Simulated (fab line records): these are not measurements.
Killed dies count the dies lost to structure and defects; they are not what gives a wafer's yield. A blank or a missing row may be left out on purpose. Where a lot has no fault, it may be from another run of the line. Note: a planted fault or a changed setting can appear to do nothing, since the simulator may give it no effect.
Matching of chambers || flow sky130 || SKY_VIA1_CMP_02 on cmp-01: 4 sister chambers
The step polishes SiO2. 7 wafers are shown with their chamber, then 10 later ones without.

## WAFERS, EACH WITH ITS CHAMBER
{"wafer": "L086.4", "chamber": 2, "motor current A (A)": 13.0}
{"wafer": "L086.5", "chamber": 1, "motor current A (A)": 9.5}
{"wafer": "L087.4", "chamber": 2, "motor current A (A)": 12.9}
{"wafer": "L089.1", "chamber": 3, "motor current A (A)": 10.6}
{"wafer": "L089.3", "chamber": 1, "motor current A (A)": 9.4}
{"wafer": "L090.3", "chamber": 0, "motor current A (A)": 10.9}
{"wafer": "L090.5", "chamber": 0, "motor current A (A)": 10.5}

## WAFERS WITH NO CHAMBER GIVEN
{"wafer": "L090.6", "motor current A (A)": 11.2}
{"wafer": "L091.3", "motor current A (A)": 9.3}
{"wafer": "L091.5", "motor current A (A)": 11.5}
{"wafer": "L091.6", "motor current A (A)": 10.8}
{"wafer": "L092.2", "motor current A (A)": 9.6}
{"wafer": "L092.3", "motor current A (A)": 11.0}
{"wafer": "L092.6", "motor current A (A)": 9.2}
{"wafer": "L097.1", "motor current A (A)": 11.9}
{"wafer": "L097.2", "motor current A (A)": 13.1}
{"wafer": "L097.3", "motor current A (A)": 11.1}

## EACH ONE'S CHAMBER
{"wafer": "L090.6", "from the rows above": "can't be placed: 0 or 3", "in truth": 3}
{"wafer": "L091.3", "from the rows above": 1, "in truth": 1}
{"wafer": "L091.5", "from the rows above": "can't be placed: 0 or 3", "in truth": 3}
{"wafer": "L091.6", "from the rows above": "can't be placed: 0 or 3", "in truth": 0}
{"wafer": "L092.2", "from the rows above": 1, "in truth": 1}
{"wafer": "L092.3", "from the rows above": "can't be placed: 0 or 3", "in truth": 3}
{"wafer": "L092.6", "from the rows above": 1, "in truth": 1}
{"wafer": "L097.1", "from the rows above": "can't be placed: 2 or 0 or 3", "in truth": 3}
{"wafer": "L097.2", "from the rows above": 2, "in truth": 2}
{"wafer": "L097.3", "from the rows above": "can't be placed: 0 or 3", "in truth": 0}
4 of 10 placed correctly. Unplaceable from these rows: 6, with the true chamber sitting among the candidates in 6. Placed wrongly: 0.
How it was worked out, from the rows above alone: a wafer's distance from a chamber is the root of the sum, over the readings, of the square of ((its reading less the chamber's mean) divided by the reading's scatter). If the next closest chamber is less than 2 further off than the closest, the wafer can't be placed; otherwise it belongs to the closest. For every chamber, the mean is computed from those of its wafers that are shown. The scatter: take each reading less its chamber's mean, square it, sum over the shown wafers, divide by the number of wafers less the number of chambers, and take the root.
